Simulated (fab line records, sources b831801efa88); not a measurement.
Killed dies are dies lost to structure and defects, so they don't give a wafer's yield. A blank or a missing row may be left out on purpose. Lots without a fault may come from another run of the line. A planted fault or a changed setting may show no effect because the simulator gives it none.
One fault seen from 2 desks | flow gf180mcu | each desk has only its own numbers; what lay behind them comes last

THE TOOL OWNER'S DESK: pvd_sputter-03
The tool's own readings at GF_M1_SPUTTER_02 (material AlCu, target thk 450 nm, time 23.9 s): means of the sampled wafers that have a number, for each lot that ran on this tool. A lot is out of limits, marked OUT, if its mean lies more than 4 standard deviations from the usual mean; the brackets give that distance.
Columns: A = throttle_valve_pct at GF_M1_SPUTTER_02, usual 30.1 %
lot  | first seen here | A
L576 | day 16 07:28    | 29.9
L578 | day 16 21:31    | 28.8
L596 | day 23 23:07    | 29.8
This desk's finding: nothing out of limits on any of the 3 lots.

THE METROLOGY DESK
What the gauges read, lot by lot, whatever tool the lot ran on: means of the sampled wafers that have a number. A lot is out of limits, marked OUT, if its mean lies more than 4 standard deviations from the usual mean; the brackets give that distance.
Columns: A = CONTACT_CVD_02_THK at GF_CONTACT_THK_MEAS_03, usual 857 nm; B = M1_ALCU_RS at GF_M1_RS_MEAS_05, usual 0.0696 ohm/sq; C = M1_ALCU_THK at GF_M1_THK_MEAS_06, usual 450 nm
lot  | first seen here | A   | B      | C
L576 | day 15 08:21    | 868 | 0.0700 | 447
L578 | day 15 22:37    | 850 | 0.0717 | 439
L579 | day 16 11:06    | 861 | 0.0679 | 465
L580 | day 16 18:37    | 843 | 0.0715 | 437
L581 | day 17 05:29    | 861 | 0.0676 | 461
L582 | day 17 19:41    | 863 | 0.0710 | 442
L586 | day 19 05:19    | 851 | 0.0697 | 451
L588 | day 19 17:23    | 843 | 0.0707 | 441
L590 | day 20 13:17    | 843 | 0.0689 | 453
L592 | day 21 03:43    | 865 | 0.0691 | 448
L596 | day 22 22:17    | 868 | 0.0647 | 487 (+4.6) OUT
This desk's finding: out of limits on L596; first on L596, day 24 01:16 (M1_ALCU_THK at GF_M1_THK_MEAS_06). In limits: L576, L578, L579, L580, L581, L582, L586, L588, L590, L592.

PUT TOGETHER
The metrology desk could have raised an alarm at day 24 01:16, on L596.
The tool owner's desk saw nothing out of limits.
The tool owner's desk has L596 on record, within its limits.
Of the lots named, all ran GF_M1_SPUTTER_02 on pvd_sputter-03.

WHAT THE SIMULATOR HAD PUT IN
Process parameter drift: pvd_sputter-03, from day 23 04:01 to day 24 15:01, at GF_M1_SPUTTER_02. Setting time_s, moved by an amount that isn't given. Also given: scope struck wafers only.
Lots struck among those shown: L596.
Hours from the fault's start to each desk's first reading out of limits: the metrology desk, 21.
